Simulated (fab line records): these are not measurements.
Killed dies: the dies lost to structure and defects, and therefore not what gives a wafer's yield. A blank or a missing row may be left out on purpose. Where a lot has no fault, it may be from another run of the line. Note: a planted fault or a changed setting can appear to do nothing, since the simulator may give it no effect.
Which tool was responsible? -- flow gf180mcu -- 39 wafers from 13 lots sampled at 2 of the route's 602 steps

## WHAT EACH GAUGE READ, for each wafer
GF_VT_IMPLANT_TW_MEAS_21. Usual: VT_IMPLANT_2_TW 1204, standard deviation 10.
lot,measured,on,VT_IMPLANT_2_TW,flag
L492,day 6 06:29,film-metro-01,1227 1225 1221,
L493,day 6 10:41,film-metro-04,1193 1192 1191,
L495,day 7 00:03,film-metro-04,1190 1194 1194,
L496,day 7 04:55,film-metro-01,1214 1220 1213,
L501,day 8 14:20,film-metro-01,1210 1213 1216,
L502,day 8 18:46,film-metro-03,1212 1207 1208,
L508,day 10 11:02,film-metro-04,1200 1198 1192,
L510,day 11 00:37,film-metro-03,1211 1207 1197,
L511,day 11 06:52,film-metro-01,1218 1225 1214,
L512,day 11 11:52,film-metro-03,1208 1205 1212,
L513,day 11 20:01,film-metro-04,1200 1196 1205,
L514,day 11 23:56,film-metro-04,1195 1194 1192,
L515,day 12 08:26,film-metro-01,1218 1204 1211,

GF_POLY_GATE_CD_MEAS_18. Usual: cd-nm 280.2 nm, standard deviation 1.5.
lot,measured,on,cd-nm (nm),flag
L492,day 9 11:53,cd-sem-01,278.4 279.6 279.8,
L493,day 9 11:56,cd-sem-02,281.7 280.8 280.1,
L495,day 10 07:08,cd-sem-02,279.7 279.6 279.9,
L496,day 10 13:17,cd-sem-01,279.3 279.7 281.4,
L501,day 11 20:35,cd-sem-02,280.0 278.7 280.6,
L502,day 12 02:47,cd-sem-01,279.7 282.4 282.1,
L508,day 14 00:16,cd-sem-02,279.5 279.5 278.7,
L510,day 14 14:58,cd-sem-02,280.3 279.0 279.7,
L511,day 14 21:42,cd-sem-01,277.8 278.8 277.8,
L512,day 15 03:56,cd-sem-02,280.8 282.7 282.8,
L513,day 15 12:37,cd-sem-01,281.7 282.2 281.9,
L514,day 15 17:47,cd-sem-01,277.3 279.9 277.7,
L515,day 16 03:53,cd-sem-01,280.2 280.8 280.6,

## EACH LOT AND THE TOOL THAT RAN IT (in order: tool; ch and the chambers of the sampled wafers; start)
The record shows no process step preceding these readings.

## AS READ BY THE TOOLS THEMSELVES (means over the sampled wafers that have a number; for cases with no such wafer, the mark the record gives instead)
The record holds no such reading with a usual standard deviation.

## THE ANSWER, worked out from the rows above alone
Rule: lot off if the mean of its wafers having a number is beyond 3 standard deviations from the usual mean. Also off: a lot with no number at a reading for which 4 or more lots have one. Any other lot the step has rows for is counted as sound. After the gauges, taken in route order, come the tools' own readings; for these a lot's mean is taken, as printed above. The first step at which some lot is off is used, and at that step the reading that is off furthest; a lot without a number counts as furthest.
Across all readings shown, no lot is off: no conclusion can be drawn from this.

## WHAT THE SIMULATOR HAD PUT IN
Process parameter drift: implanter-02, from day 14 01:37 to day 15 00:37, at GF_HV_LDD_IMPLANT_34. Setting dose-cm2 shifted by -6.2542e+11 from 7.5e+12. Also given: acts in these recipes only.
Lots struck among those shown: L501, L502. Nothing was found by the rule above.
